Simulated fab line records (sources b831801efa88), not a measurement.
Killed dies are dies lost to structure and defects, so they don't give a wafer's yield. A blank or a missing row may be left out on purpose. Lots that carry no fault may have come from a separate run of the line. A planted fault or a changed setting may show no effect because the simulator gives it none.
A lot that was struck, set against a sound lot	flow gf180mcu	32 steps out of a route of 602
Sound: wafers L731.2, L731.3, L731.6. Wafers struck: L724.4, L724.5, L724.6. The cause is given at the end.
Each step with rows lists, per side, the tool, then ch with its chambers, then its first start. Under that, the readings that differ: sound wafers	struck wafers	difference of the means	sigmas: that difference in standard deviations of wafers without a fault.
alike: a reading whose means differ by less than 2 such deviations, as well as words and numbers matching on both sides. not compared: withheld readings; readings where some wafer has no value; bounds like >300 that might hide an equal value; numbers whose values overlap and for which the record gives no deviation.
A row with sigmas, a row that says differs or no value, or rows on one side alone: a step with any of these is where the two part. Non-overlapping numbers with no deviation appear without sigmas and do not part them. Lack of a reading on every wafer of one side parts them only where that side has two or more wafers.

GF_HV_LDD_TW_MEAS_23:
  sound: film metro-01 at day 16 03:16; struck: film metro-04 at day 13 13:50
  alike: HV_LDD_2_TW
then, 7 steps without rows for these wafers: GF_HV_LDD_DEHYDRATE_24 (time 60 s); GF_HV_LDD_HMDS_25 (prime time 60 s); GF_HV_LDD_COAT_26 (resist thk 1000 nm); GF_HV_LDD_SOFTBAKE_27 (time 60 s); GF_HV_LDD_EXPOSE_28 (exposes mask Nplus HV AREA, target cd 400 nm); GF_HV_LDD_PEB_29; GF_HV_LDD_DEVELOP_30 (develop time 60 s).
GF_HV_LDD_CD_MEAS_31: target cd 400 nm.
  sound: cd sem-01 at day 17 01:37; struck: cd sem-02 at day 14 10:46
reading	sound	struck	difference	sigmas
cd nm (nm)	397.2 398.1 397.5	403.0 400.8 402.2	+4.4	+2
GF_HV_LDD_OVL_MEAS_32:
  sound: overlay-02 at day 17 01:44; struck: overlay-01 at day 14 10:51
  alike: HV_LDD_02_OVL
then, 2 steps without rows for these wafers: GF_HV_LDD_IMPLANT_33; GF_HV_LDD_IMPLANT_34.
GF_HV_LDD_IMPLANT_35:
  struck on implanter-01, day 14 11:14; sound on implanter-03 ch 0, day 17 02:05
  no value came back on the struck wafers for beam energy keV, beam on s (s), faraday current uA; on the sound wafers beam energy keV reads 60.036 60.043 60.018
following that, these wafers have no rows for 1 step: GF_HV_LDD_IMPLANT_36.
GF_HV_LDD_STRIP_37: strips in O2/N2.
  sound on plasma asher-04 ch 0,1, day 17 02:22; struck on plasma asher-02 ch 0,1, day 14 11:30
  alike: drypump motor current A, heater power w, oes product au, strip time to endpoint s
  not compared: rf hours counter h
GF_HV_LDD_TW_MEAS_38:
  sound: film metro-04 at day 17 02:28; struck: film metro-02 at day 14 11:35
reading	sound	struck	difference	sigmas
HV_LDD_3_TW	1454 1452 1451	1296 1301 1291	-156	-11
then, 7 steps without rows for these wafers: GF_HV_LDD_DEHYDRATE_39 (time 60 s); GF_HV_LDD_HMDS_40 (prime time 60 s); GF_HV_LDD_COAT_41 (resist thk 1000 nm); GF_HV_LDD_SOFTBAKE_42 (time 60 s); GF_HV_LDD_EXPOSE_43 (exposes mask Pplus HV AREA, target cd 400 nm); GF_HV_LDD_PEB_44; GF_HV_LDD_DEVELOP_45 (develop time 60 s).
GF_HV_LDD_CD_MEAS_46: target cd 400 nm.
  sound: cd sem-01 at day 18 02:01; struck: cd sem-02 at day 15 09:16
  alike: cd nm
GF_HV_LDD_OVL_MEAS_47:
  sound: overlay-02 at day 18 02:07; struck: overlay-02 at day 15 09:21
  alike: HV_LDD_03_OVL
following that, these wafers have no rows for 1 step: GF_HV_LDD_IMPLANT_48.
GF_HV_LDD_STRIP_49: strips in O2/N2.
  sound on plasma asher-02 ch 0,1, day 18 02:18; struck on plasma asher-02 ch 0,1, day 15 09:33
  alike: drypump motor current A, heater power w, oes product au, strip time to endpoint s
  not compared: rf hours counter h
GF_HV_LDD_TW_MEAS_50:
  sound: film metro-01 at day 18 02:25; struck: film metro-04 at day 15 09:38
  alike: HV_LDD_4_TW
then, 1 step without rows for these wafers: GF_HV_LDD_CLEAN_51 (cleans in SC1/SC2, time 150 s).
GF_HV_LDD_RTA_52: time 10 s.
  sound on rtp anneal-01 ch 0, day 18 02:31; struck on rtp anneal-02 ch 0, day 15 09:46
reading	sound	struck	difference	sigmas
lamp power pct (%)	30.3 30.3 30.2	33.8 33.9 33.9	+3.6	+2
  alike: wafer_temp_C_max
GF_HV_LDD_RS_MEAS_53: a four-point-probe measurement.
  sound: film metro-04 at day 18 02:36; struck: film metro-02 at day 15 09:51
reading	sound	struck	difference	sigmas
HV_LDD_RS (ohm/sq)	419.0 418.4 419.9	439.4 439.3 439.1	+20.2	+22
then, 1 step without rows for these wafers: GF_HV_LDD_CVD_54 (deposits SiO2 from TEOS, target thk 10 nm, time 75 s).

== WHERE THEY PART ==
Last at GF_HV_LDD_RS_MEAS_53 as far as this record goes, first at GF_HV_LDD_CD_MEAS_31.

WHY: what the simulator had put in
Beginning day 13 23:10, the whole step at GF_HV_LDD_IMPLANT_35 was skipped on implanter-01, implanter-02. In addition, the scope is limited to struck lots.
